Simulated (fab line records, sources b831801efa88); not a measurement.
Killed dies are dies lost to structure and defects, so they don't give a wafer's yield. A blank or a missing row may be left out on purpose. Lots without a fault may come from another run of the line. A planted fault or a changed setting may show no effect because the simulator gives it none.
Which tool did it? | flow sky130 | 10 lots, 30 wafers sampled, at 2 steps of a route of 708

WHAT THE GAUGES READ, wafer by wafer
SKY_SONOS_ONO_THK_MEAS_01. Usual: SONOS_ONO_OXIDATION_THK 2.57 nm, standard deviation 0.056.
lot  | measured     | on            | SONOS_ONO_OXIDATION_THK (nm)  | flag
L675 | day 12 07:09 | film_metro-02 | 2.57 2.52 2.58                |
L674 | day 12 10:01 | film_metro-03 | 2.64 2.56 2.67                |
L676 | day 12 12:32 | film_metro-01 | 2.55 2.58 2.57                |
L678 | day 12 23:47 | film_metro-03 | 2.52 2.52 2.60                |
L680 | day 13 12:28 | film_metro-03 | 2.52 2.55 2.53                |
L684 | day 15 01:07 | film_metro-01 | 2.67 2.59 2.66                |
L686 | day 15 12:14 | film_metro-01 | 2.61 2.59 2.63                |
L694 | day 18 11:44 | film_metro-02 | 2.87 2.79 2.82 2.82 2.84 2.87 | OFF
L695 | day 19 05:35 | film_metro-02 | 2.87 2.96 2.83 2.92 2.83 2.86 | OFF
L696 | day 19 05:34 | film_metro-03 | 2.79 2.81 2.84 2.78 2.80 2.86 | OFF

WHICH TOOL RAN EACH LOT (tool, then ch and the chambers of the sampled wafers, then the start)
lot  | SKY_SONOS_ONO_OXIDATION_00
L675 | furnace-02 ch 0, day 12 05:47
L674 | furnace-02 ch 0, day 12 08:39
L676 | furnace-02 ch 0, day 12 11:10
L678 | furnace-01 ch 0, day 12 22:26
L680 | furnace-02 ch 0, day 13 11:07
L684 | furnace-02 ch 0, day 14 23:46
L686 | furnace-02 ch 0, day 15 10:53
L694 | furnace-02 ch 0, day 18 10:22
L695 | furnace-02 ch 0, day 19 04:13
L696 | furnace-02 ch 0, day 19 04:13
- SKY_SONOS_ONO_OXIDATION_00: stabilise 600 s, purge 300 s, target thk 2.6 nm.

WHAT THE TOOLS THEMSELVES READ (means of the sampled wafers that have a number; where no wafer has one, the mark that the record gives instead)
SKY_SONOS_ONO_OXIDATION_00. Usual: spike_tc_centre_C 801.5 C, standard deviation 1.8; spike_tc_lower_C 800.9 C, standard deviation 1.1; spike_tc_upper_C 800.2 C, standard deviation 1.1; tube_center_temp_C 800 C, standard deviation 0.079; tube_center_temp_C_max 802.0, standard deviation 0.33; zone_power_top_pct 27.8 %, standard deviation 0.52.
lot  | tool       | spike_tc_centre_C (C) | spike_tc_lower_C (C) | spike_tc_upper_C (C) | tube_center_temp_C (C) | tube_center_temp_C_max | zone_power_top_pct (%) | flag
L675 | furnace-02 | 801.6                 | 801.4                | 800.0                | 800                    | 802.1                  | 27.5                   |
L674 | furnace-02 | 802.3                 | 799.8                | 800.7                | 800                    | 801.8                  | 27.4                   |
L676 | furnace-02 | 803.1                 | 800.6                | 799.8                | 800                    | 801.8                  | 27.2                   |
L678 | furnace-01 | 799.0                 | 801.2                | 800.1                | 800                    | 802.2                  | 28.5                   |
L680 | furnace-02 | 803.0                 | 800.0                | 800.0                | 800                    | 801.9                  | 27.6                   |
L684 | furnace-02 | 802.7                 | 801.4                | 800.2                | 800                    | 802.0                  | 27.5                   |
L686 | furnace-02 | 802.3                 | 801.3                | 799.7                | 800                    | 801.9                  | 27.2                   |
L694 | furnace-02 | 810.5                 | 808.6                | 807.4                | 808                    | 809.8                  | 27.9                   | OFF
L695 | furnace-02 | 810.0                 | 807.9                | 807.6                | 808                    | 809.6                  | 28.1                   | OFF
L696 | furnace-02 | 810.5                 | 809.0                | 806.6                | 808                    | 809.9                  | 28.0                   | OFF

THE ANSWER, worked out from the rows above alone
Rule: a lot is off if the mean of its wafers that have a number lies more than 3 standard deviations from the usual mean. A lot without any number at a reading at which 4 lots or more have one is off too. The other lots that the step has rows for count as sound. The gauges are gone through in route order, then the tools' own readings, and for those a lot's mean is taken as printed above. The first step at which some lot is off is used, and at that step the reading that is off furthest; a lot without a number counts as furthest.
Off: L694, L695, L696, at SKY_SONOS_ONO_THK_MEAS_01 (SONOS_ONO_OXIDATION_THK).
A tool fits if, at a process step before that reading, it ran every lot that is off, and no sound lot after the first of them. The gauges at SKY_SONOS_ONO_THK_MEAS_01 aren't tried: what is off there is off at SKY_SONOS_ONO_OXIDATION_00 too, on other tools, and a gauge's error can't cause that. One fits: furnace-02 at SKY_SONOS_ONO_OXIDATION_00. Its last sound lot is L686 (day 15 10:53), its first lot that is off L694 (day 18 10:22): a fault that began between those two fits.
The tool's own readings at SKY_SONOS_ONO_OXIDATION_00 bear it out: on the lots that are off they differ by more than 5 times the standard deviation of the sound lots' means. spike_tc_centre_C reads 810.3 C there against 802.0 C on the sound lots; spike_tc_lower_C reads 808.5 C there against 800.8 C on the sound lots; spike_tc_upper_C reads 807.2 C there against 800.1 C on the sound lots; tube_center_temp_C reads 808 C there against 800 C on the sound lots; tube_center_temp_C_max reads 809.8 there against 802.0 on the sound lots.

WHAT THE SIMULATOR HAD PUT IN
Process parameter drift: furnace-02, from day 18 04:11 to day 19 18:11, at SKY_SONOS_ONO_OXIDATION_00. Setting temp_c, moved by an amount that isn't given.
Lots struck among those shown: L694, L696, L695. The rule above found the same.
